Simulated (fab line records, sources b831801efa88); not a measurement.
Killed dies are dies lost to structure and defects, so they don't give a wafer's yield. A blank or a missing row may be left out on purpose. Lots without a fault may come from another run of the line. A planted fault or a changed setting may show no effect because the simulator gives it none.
Chamber matching | flow sky130 | SKY_CONTACT_CMP_27 on cmp-01: 4 sister chambers
The step polishes, stops on SiO2, t overpolish 15 s, target thk 0 nm. 8 wafers are shown with their chamber, then 8 later ones without.

WAFERS WITH THEIR CHAMBER
wafer  | chamber | motor_current_A (A) | time_to_endpoint_s (s)
L609.6 | 0       | 9.3                 | 78
L610.2 | 1       | 9.0                 | 84
L610.4 | 2       | 11.8                | 78
L610.6 | 3       | 11.5                | 81
L611.3 | 1       | 9.2                 | 82
L611.5 | 3       | 10.9                | 83
L611.6 | 0       | 8.8                 | 79
L619.1 | 2       | 11.4                | 81

WAFERS WITHOUT THEIR CHAMBER
wafer  | motor_current_A (A) | time_to_endpoint_s (s)
L619.3 | 11.2                | 79
L619.5 | 9.1                 | 79
L620.1 | 8.4                 | 80
L620.2 | 11.6                | 81
L620.6 | 9.3                 | 78
L626.1 | 9.2                 | 80
L626.5 | 12.0                | 84
L626.6 | 11.4                | 82

WHICH CHAMBER EACH WENT THROUGH
wafer  | from the rows above     | in truth
L619.3 | can't be placed: 2 or 3 | 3
L619.5 | 0                       | 0
L620.1 | can't be placed: 0 or 1 | 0
L620.2 | can't be placed: 2 or 3 | 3
L620.6 | 0                       | 0
L626.1 | can't be placed: 0 or 1 | 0
L626.5 | can't be placed: 3 or 2 | 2
L626.6 | can't be placed: 3 or 2 | 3
Placed correctly: 2 of 8. Can't be placed from these rows: 6 (the true chamber is among the candidates in 6). Placed wrongly: 0.
How it was worked out, from the rows above alone: a wafer's distance from a chamber is the root of the sum, over the readings, of the square of ((its reading less the chamber's mean) divided by the reading's scatter). The wafer belongs to the nearest chamber; if the next one is less than 2 further off, it can't be placed. A chamber's mean is the mean of its shown wafers. The scatter: the root of (the sum of the squares of (reading less its chamber's mean) over the shown wafers, divided by (wafers less chambers)).
